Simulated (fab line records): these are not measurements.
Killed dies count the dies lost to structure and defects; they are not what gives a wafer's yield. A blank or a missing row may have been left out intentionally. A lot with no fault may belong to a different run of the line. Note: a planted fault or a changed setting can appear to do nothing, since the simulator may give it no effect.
Problem report, 8D (eight disciplines) form, completed by code || flow sky130 || the parts of the form that need people (team, actions taken, sign-off) are left out

## 1. THE PROBLEM
VIA4_HDPCVD_THK at SKY_VIA4_THK_MEAS_01 reads a mean of 1424 nm on 1 wafer of 1 lot; wafers without a fault read 1750 nm with a standard deviation of 21. That is -16 standard deviations from the usual mean.
First observed at day 47 03:17: wafer L396.6, on film metro-01. Wafers with a number at this step in the record: 33, from 11 lots. By rule, "out" or "out of limits" means more than 4 standard deviations away from the usual mean. All remaining wafers that have a number are taken as sound.

## 2. WHAT IT IS AND WHAT IT IS NOT
{"question": "which readings at this step", "is": "VIA4_HDPCVD_THK", "is not": "-"}
{"question": "which lots", "is": "L396", "is not": "L379, L380, L382, L384, L385, L386, L389, L390, L391, L402"}
{"question": "which wafers of those lots", "is": "L396.6", "is not": "L396.1, L396.4"}
{"question": "read on which gauges", "is": "film metro-01", "is not": "film metro-02, film metro-03"}
{"question": "when", "is": "from day 47 03:17", "is not": "up to then (29 sound wafers); but 3 sound wafers of L402 came after"}

## 3. SUSPECTS, AND WHAT RULES EACH OUT
Counting: a tool at a process step up to the reading stays a suspect if it ran every lot that is out. Sound lots after the first of them don't rule it out here, since some wafers of a struck lot are sound.
- the gauge at SKY_VIA4_THK_MEAS_01 has been ruled out. All the wafers that are out were read on film metro-01, but those of them that SKY_VIA4_HDPCVD_00 has rows for are out there too, on other tools.
- rie diel-03 at SKY_VIA3_ETCH_15 (etches SiO2 in C4F8/O2/Ar, stops on TiN, target depth 507 nm, time 78 s): kept. The lot that is out, L396, ran on it at day 45 05:55; the last sound lot it ran before that was L389, at day 42 22:17.
- cvd w-01 at SKY_VIA3_CVD_21 (deposits W, target thk 390 nm, time 117.31 s): kept. The lot that is out, L396, ran on it at day 45 06:38; the last sound lot it ran before that was L390, at day 43 14:40.
- hdpcvd-02 at SKY_VIA4_HDPCVD_00 (deposits SiO2, target thk 1750 nm, time 291.7 s): kept. The lot that is out, L396, ran on it at day 47 03:06; the last sound lot it ran before that was L390, at day 45 13:46. Its own readings are out on those wafers: sih4 flow sccm.
- The sound lot-mates ran in chamber 2 of hdpcvd-02 at SKY_VIA4_HDPCVD_00, but the wafers that are out ran in chamber 0.
The count leaves rie diel-03 at SKY_VIA3_ETCH_15, cvd w-01 at SKY_VIA3_CVD_21, and hdpcvd-02 at SKY_VIA4_HDPCVD_00.

## 4. THE CAUSE (what the simulator had put in)
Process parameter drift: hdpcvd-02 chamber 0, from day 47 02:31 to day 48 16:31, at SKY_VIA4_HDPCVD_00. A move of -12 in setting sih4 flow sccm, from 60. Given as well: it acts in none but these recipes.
Counting left 3 suspects, and this tool is among them.

## 5. THE CHAIN OF EFFECTS, in route order
Each row: a reading where the mean over the struck wafers with a number is more than 3 standard deviations away from the usual. Only readings for which the record gives a usual standard deviation are gone through. hours: the time from each lot's start at the first step in this table that gives one to its start at this step, as a median over the lots. sigmas: the change in usual standard deviations.
{"hours": 0, "step": "SKY_VIA4_HDPCVD_00", "reading": "sih4 flow sccm", "usual": "60.01 sccm", "on struck wafers": 48.11, "change": -11.90, "sigmas": -74}
{"hours": 0, "step": "SKY_VIA4_THK_MEAS_01", "reading": "VIA4_HDPCVD_THK", "usual": "1750 nm", "on struck wafers": 1424, "change": -326, "sigmas": -16}
{"hours": 78, "step": "SKY_PAD_OPEN_PROBE_99", "reading": "killed at other", "usual": 0.3, "on struck wafers": 2.0, "change": "+1.7", "sigmas": "+3.1"}
Its process steps:
- SKY_VIA4_HDPCVD_00: deposits SiO2, target thk 1750 nm, time 291.7 s.
- SKY_PAD_OPEN_PROBE_99

## 6. HOW IT WOULD HAVE BEEN CAUGHT EARLIER
In this record the first reading out of limits at a measuring or inspecting step was taken at day 47 03:17, 1 hour after the fault began at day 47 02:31.
At SKY_VIA4_HDPCVD_00, the tool's own readings (sih4 flow sccm) were out on each struck wafer the step has a row for, so an alarm limit on them would have fired on the first such wafer.
Each of the lots that are out, 1 in all, had begun SKY_VIA4_HDPCVD_00 on hdpcvd-02 no later than day 47 03:17. None of them would have been spared by holding the tool at that moment.
